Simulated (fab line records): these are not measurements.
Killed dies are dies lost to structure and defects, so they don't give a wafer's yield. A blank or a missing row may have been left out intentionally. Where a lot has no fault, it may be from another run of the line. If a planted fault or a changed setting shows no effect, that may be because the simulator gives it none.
2 desks looking at one fault    flow sky130    what lay behind the numbers comes last; until then each desk has only its own

== TOOL OWNER'S DESK, pecvd-04 ==
The tool's own readings at SKY_PASSIVATION_CVD_02 (deposits Si3N4, target thk 540 nm): means of the sampled wafers that have a number, for each lot that ran on this tool. Marked OUT: a lot whose mean sits more than 4 standard deviations from the usual mean, which makes it out of limits; the brackets give that distance.
Columns: A = heater_power_w at SKY_PASSIVATION_CVD_02, usual 751 W
lot   first seen here  A
L208  day 43 22:44     797
L209  day 44 07:48     785
L210  day 44 15:20     770
L219  day 47 00:11     752
L220  day 47 07:38     744
L222  day 47 16:47     732
L223  day 47 21:01     777
This desk found nothing out of limits on any of the 7 lots.

== FROM THE METROLOGY DESK ==
Lot by lot, what the gauges showed, no matter which tool ran the lot: averages of those sampled wafers that carry a number. Marked OUT: a lot whose mean sits more than 4 standard deviations from the usual mean, which makes it out of limits; the brackets give that distance.
Columns: A = PASSIVATION_CVD_02_THK at SKY_PASSIVATION_THK_MEAS_03, usual 539 nm
lot   first seen here  A
L208  day 43 22:58     542
L209  day 44 08:01     549
L210  day 44 15:41     536
L214  day 45 22:02     548
L216  day 46 05:05     536
L217  day 46 11:50     532
L218  day 46 17:59     530
L219  day 47 00:31     545
L220  day 47 07:52     542
L222  day 47 17:01     251 (-36) OUT
L223  day 47 21:16     247 (-37) OUT
L224  day 48 07:39     541
L227  day 49 03:31     536
Finding of this desk: L222, L223 out of limits, first seen on L222 at day 47 17:01 (PASSIVATION_CVD_02_THK at SKY_PASSIVATION_THK_MEAS_03). Within limits: L208, L209, L210, L214, L216, L217, L218, L219, L220, L224, L227.

== ALL TOGETHER ==
An alarm was possible from the metrology desk at day 47 17:01, on L222, L223.
Nothing out of limits was seen by the tool owner's desk.
Tool owner's desk: L222, L223 on record, inside its limits.
Every lot named ran SKY_PASSIVATION_CVD_02 on pecvd-04.

== WHAT HAD BEEN PUT IN BY THE SIMULATOR ==
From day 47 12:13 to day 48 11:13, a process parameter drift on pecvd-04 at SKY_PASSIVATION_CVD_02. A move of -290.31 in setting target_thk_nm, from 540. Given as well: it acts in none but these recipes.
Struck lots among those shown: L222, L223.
Delay in hours, fault start to first out-of-limits reading, per desk: metrology desk 5.
